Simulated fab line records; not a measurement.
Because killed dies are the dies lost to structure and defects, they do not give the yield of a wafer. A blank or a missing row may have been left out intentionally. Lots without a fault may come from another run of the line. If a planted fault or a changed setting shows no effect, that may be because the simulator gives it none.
Struck lot and sound lot, side by side ; flow sky130 ; 17 out of 708 route steps
Sound: wafers L125.1, L125.2, L125.3. Wafers struck: L135.1, L135.4, L135.6. Last of all comes the cause.
For every step that has rows: the tool of each side, followed by ch and its chambers, followed by its first start. Under that, the readings that differ: sound wafers ; struck wafers ; difference of the means ; sigmas: that difference in standard deviations of wafers without a fault.
alike: a reading whose means differ by less than 2 such deviations, as well as words and numbers matching on both sides. not compared: withheld readings; readings where some wafer has no value; bounds like >300 that might hide an equal value; numbers whose values overlap and for which the record gives no deviation.
The two part at a step that has a row with sigmas, a row that says differs or no value, or rows on one side only. Numbers that don't overlap but have no deviation are shown without sigmas and don't part them. Lack of a reading on every wafer of one side parts them only where that side has two or more wafers.

first, 4 steps without rows for these wafers: SKY_FIELD_ISO_WET_ETCH_29 (etches Si3N4 in H3PO4, target depth 160 nm, time 1825 s); SKY_FIELD_ISO_WET_ETCH_30 (etches SiO2 in dHF, target depth 25 nm, time 50 s); SKY_NWELL_CLEAN_00 (cleans in SC1/SC2, time 150 s); SKY_NWELL_OXIDATION_01 (stabilise 600 s, purge 300 s, target thk 10 nm).
SKY_NWELL_THK_MEAS_02:
  struck on film_metro-04, day 5 03:26; sound on film_metro-01, day 2 21:35
  alike: NWELL_OXIDATION_THK
then, 7 steps without rows for these wafers: SKY_DNWELL_DEHYDRATE_00 (time 60 s); SKY_DNWELL_HMDS_01 (prime time 60 s); SKY_DNWELL_COAT_02 (resist thk 3000 nm); SKY_DNWELL_SOFTBAKE_03; SKY_DNWELL_EXPOSE_04 (exposes mask DNM, target cd 3000 nm); SKY_DNWELL_PEB_05; SKY_DNWELL_DEVELOP_06 (develop time 60 s).
SKY_DNWELL_IMPLANT_07:
  sound on implanter-01 ch 0, day 3 12:19; struck on implanter-01 ch 0, day 5 20:16
  not compared: implant_ion_amu
SKY_DNWELL_STRIP_08: strips in O2/N2.
  sound on plasma_asher-02 ch 0,1, day 3 12:28; struck on plasma_asher-03 ch 0, day 5 20:25
reading;sound;struck;difference;sigmas
drypump_motor_current_A (A);5.6 5.5 5.6;6.5 6.5 6.5;+0.9;+3
  alike: oes_product_au, strip_time_to_endpoint_s
  not compared: rf_hours_counter_h
SKY_DNWELL_TW_MEAS_09:
  struck on film_metro-04, day 5 20:31; sound on film_metro-01, day 3 12:34
reading;sound;struck;difference;sigmas
DNWELL_TW;1104 1108 1106;2016 2018 2021;+912;+99 or more
then, 1 step without rows for these wafers: SKY_PWDE_DEHYDRATE_00 (time 60 s).
-- the record jumps here: 43 days lie between the struck wafers' starts before and after (it left off in module PWDE and takes up again in module PAD_OPEN, whose first step shown is number 708 of the route) --
SKY_PAD_OPEN_PROBE_99:
  rows exist in the record for the struck wafers here (prober-02, day 48 18:36), but not for the sound ones

WHERE THEY PART
Last at SKY_PAD_OPEN_PROBE_99 as far as this record goes, first at SKY_DNWELL_STRIP_08.

WHY: the cause the simulator had injected
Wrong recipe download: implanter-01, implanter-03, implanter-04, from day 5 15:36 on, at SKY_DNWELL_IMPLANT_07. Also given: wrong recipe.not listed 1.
